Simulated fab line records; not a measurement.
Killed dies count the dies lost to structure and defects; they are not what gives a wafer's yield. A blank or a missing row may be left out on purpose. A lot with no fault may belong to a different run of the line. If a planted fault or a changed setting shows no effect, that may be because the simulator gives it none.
The same fault as seen by 2 desks / flow sky130 / only its own numbers are on each desk; what lay behind them is given at the end

## METROLOGY DESK
Means of the sampled wafers that have a number, per lot and without regard to the tool the lot ran on: this is what the gauges read. A lot is out of limits, marked OUT, if its mean lies more than 4 standard deviations from the usual mean; the brackets give that distance.
Columns: A = cd nm at SKY_POLY_CUT_CD_MEAS_08, usual 269.9 nm
lot=L431; first seen here=day 24 10:25; A=269.6
lot=L432; first seen here=day 24 14:49; A=269.6
lot=L433; first seen here=day 25 00:52; A=268.8
lot=L435; first seen here=day 25 19:56; A=270.2
lot=L437; first seen here=day 26 12:57; A=269.4
lot=L436; first seen here=day 26 16:46; A=270.1
lot=L439; first seen here=day 27 15:27; A=269.7
lot=L440; first seen here=day 28 00:34; A=269.7
lot=L442; first seen here=day 28 04:20; A=273.2
lot=L447; first seen here=day 30 06:48; A=267.9
lot=L450; first seen here=day 31 03:42; A=271.1
lot=L454; first seen here=day 31 22:15; A=271.7
Result from this desk: across the 12 lots, nothing is out of limits.

## FOR THE TOOL OWNER'S DESK: rie diel-04
The tool's own readings at SKY_POLY_CUT_ETCH_10 (etches BARC in N2/H2, stops on SiO2, time 45.9 s, target depth 60 nm): means of the sampled wafers that have a number, for each lot that ran on this tool. A lot is out of limits, marked OUT, if its mean lies more than 4 standard deviations from the usual mean; the brackets give that distance.
Columns: A = bias w at SKY_POLY_CUT_ETCH_10, usual 100.0 W; B = drypump motor current A at SKY_POLY_CUT_ETCH_10, usual 5.7 A; C = oes product au at SKY_POLY_CUT_ETCH_10, usual 0.854 a.u.; D = throttle valve pct at SKY_POLY_CUT_ETCH_10, usual 13.226 %
lot=L432; first seen here=day 24 14:58; A=99.6; B=5.9; C=0.855; D=13.223
lot=L435; first seen here=day 25 20:05; A=99.9; B=6.0; C=0.856; D=13.240
lot=L437; first seen here=day 26 13:05; A=100.2; B=5.7; C=0.856; D=13.228
lot=L436; first seen here=day 26 16:55; A=99.4; B=6.0; C=0.854; D=13.230
lot=L440; first seen here=day 28 00:43; A=100.5; B=5.8; C=0.857; D=13.228
lot=L450; first seen here=day 31 03:49; A=106.1 (+19) OUT; B=5.6; C=0.854; D=13.228
This desk finds L450 out of limits, L450 being first, at day 31 03:49 (bias w at SKY_POLY_CUT_ETCH_10). In limits: L432, L435, L437, L436, L440.

## PUT TOGETHER
On L450, at day 31 03:49, an alarm was possible from the tool owner's desk.
Metrology desk: nothing out of limits seen.
The metrology desk holds a record of L450, inside its limits.
The lots listed all ran SKY_POLY_CUT_ETCH_10 on rie diel-04.

## WHAT WAS PUT IN BY THE SIMULATOR
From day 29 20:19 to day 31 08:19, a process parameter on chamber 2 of rie diel-04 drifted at SKY_POLY_CUT_ETCH_10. The setting bias w was moved by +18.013, starting from 100. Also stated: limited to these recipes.
Shown lots that were struck: L450.
How many hours passed from the start of the fault until each desk's first out-of-limits reading: the tool owner's desk, 32.
